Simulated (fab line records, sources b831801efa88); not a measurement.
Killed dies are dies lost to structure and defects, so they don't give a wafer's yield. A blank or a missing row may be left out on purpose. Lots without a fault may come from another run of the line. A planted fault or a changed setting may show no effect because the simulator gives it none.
A struck lot beside a sound one | flow sky130 | 18 steps out of a route of 708
Sound: wafers L890.2, L890.3, L890.5. Struck: wafers L902.1, L902.4, L902.5. The cause comes at the end.
At each step with rows: each side's tool, then ch and its chambers, then its first start. Under that, the readings that differ: sound wafers | struck wafers | difference of the means | sigmas: that difference in standard deviations of wafers without a fault.
alike: readings whose means differ by less than 2 such deviations, and words and numbers that are the same on both sides. not compared: withheld readings, readings that some wafer has no value for, bounds like >300 that may hide the same value, and numbers for which the record gives no deviation and whose values overlap.
The two part at a step that has a row with sigmas, a row that says differs or no value, or rows on one side only. Numbers that don't overlap but have no deviation are shown without sigmas and don't part them. A reading that every wafer of one side lacks parts them only if that side has two wafers or more.

first, 3 steps without rows for these wafers: SKY_SONOS_ONO_WET_ETCH_18 (etches Si3N4 in H3PO4, target depth 15 nm, time 172 s); SKY_GATE_OXIDE_CLEAN_00 (cleans in SC1/SC2, time 150 s); SKY_GATE_OXIDE_OXIDATION_01 (stabilise 600 s, purge 300 s, target thk 10.268 nm).
SKY_GATE_OXIDE_THK_MEAS_02:
  sound on film_metro-02, day 13 12:10; struck on film_metro-03, day 17 13:25
  alike: GATE_OXIDE_OXIDATION_00_THK
then, 7 steps without rows for these wafers: SKY_GATE_OXIDE_DEHYDRATE_03 (time 60 s); SKY_GATE_OXIDE_HMDS_04 (prime time 60 s); SKY_GATE_OXIDE_COAT_05 (resist thk 1140 nm); SKY_GATE_OXIDE_SOFTBAKE_06 (time 60 s); SKY_GATE_OXIDE_EXPOSE_07 (exposes mask LVOM, target cd 600 nm); SKY_GATE_OXIDE_PEB_08; SKY_GATE_OXIDE_DEVELOP_09 (develop time 60 s).
SKY_GATE_OXIDE_OVL_MEAS_10:
  sound on overlay-01, day 14 13:18; struck on overlay-01, day 18 18:55
  alike: GATE_OXIDE_OVL
SKY_GATE_OXIDE_IMPLANT_11:
  sound on implanter-01 ch 0, day 14 13:22; struck on implanter-01 ch 0, day 18 18:57
  reading                   | sound             | struck            | difference | sigmas
  implant_ion_amu           | 11 11 11          | 49 49 49          | +38        |
  model.implant.rp_nm (nm)  | 33.03 33.03 33.03 | 10.22 10.22 10.22 | -22.81     |
  model.implant.drp_nm (nm) | 17.11 17.11 17.11 | 6.005 6.005 6.005 | -11.105    |
then, 1 step without rows for these wafers: SKY_GATE_OXIDE_WET_ETCH_12 (etches SiO2 in dHF, target depth 16.8 nm, time 336 s).
SKY_GATE_OXIDE_STRIP_13: strips in O2/N2.
  sound on plasma_asher-04 ch 0,1, day 14 13:35; struck on plasma_asher-02 ch 1, day 18 19:13
  reading                      | sound             | struck            | difference | sigmas
  drypump_motor_current_A (A)  | 5.3 5.7 5.3       | 6.2 6.2 6.2       | +0.8       | +2
  strip_time_to_endpoint_s (s) | 14.16 14.20 14.19 | 14.06 14.11 14.16 | -0.07      | -2
  alike: oes_product_au
  not compared: rf_hours_counter_h
SKY_GATE_OXIDE_TW_MEAS_14:
  sound on film_metro-02, day 14 13:41; struck on film_metro-03, day 18 19:19
  reading       | sound             | struck            | difference | sigmas
  GATE_OXIDE_TW | 225.8 224.0 224.3 | 318.3 318.7 320.2 | +94.4      | +39
then, 1 step without rows for these wafers: SKY_GATE_OXIDE_CLEAN_15 (cleans in SC1/SC2, time 150 s).
-- the record jumps here: 31 days lie between the struck wafers' starts before and after (it left off in module GATE_OXIDE and takes up again in module PAD_OPEN, whose first step shown is number 708 of the route) --
SKY_PAD_OPEN_PROBE_99:
  sound on prober-02, day 46 14:14; struck on prober-01, day 49 15:31
  reading                                   | sound             | struck            | difference | sigmas
  model.etest.tip_p.rs_ohm_sq               | 6949 6943 6968    | 7717 7756 7722    | +778       |
  model.etest.pfet_01v8.r_on_ohm_um         | 2910 2954 2959    | 3302 3276 3303    | +353       |
  model.etest.nfet_01v8_lvt.drive_ua_um     | 558.5 556.2 550.9 | 624 638.7 618.4   | +72        |
  model.etest.pfet_01v8_lvt.drive_ua_um     | 171.9 173.4 169.7 | 108.7 106.9 106.5 | -64.3      |
  model.etest.nfet_01v8.drive_ua_um         | 491.1 487 482.7   | 539.7 564.1 537.4 | +60.1      |
  model.etest.nfet_01v8_swapped.drive_ua_um | 489.9 483.7 487.4 | 541.5 556.6 539   | +58.7      |
  model.etest.nfet_01v8_turned.drive_ua_um  | 487.7 486.1 485.4 | 540.1 559.4 533.1 | +57.8      |
  model.etest.sram_nfet_pass.drive_ua_um    | 480.8 479.7 470.6 | 508.6 530.6 517.1 | +41.7      |
  alike: killed_at_M0_to_M3, killed_at_M4_up, killed_at_contacts, killed_at_front_end, killed_at_other, killed_dies, killed_open, killed_short

WHERE THEY PART
First at SKY_GATE_OXIDE_STRIP_13; last, within this record, at SKY_GATE_OXIDE_TW_MEAS_14. Later steps at which nothing parts them and some readings are alike: SKY_PAD_OPEN_PROBE_99.

WHY: what the simulator had put in
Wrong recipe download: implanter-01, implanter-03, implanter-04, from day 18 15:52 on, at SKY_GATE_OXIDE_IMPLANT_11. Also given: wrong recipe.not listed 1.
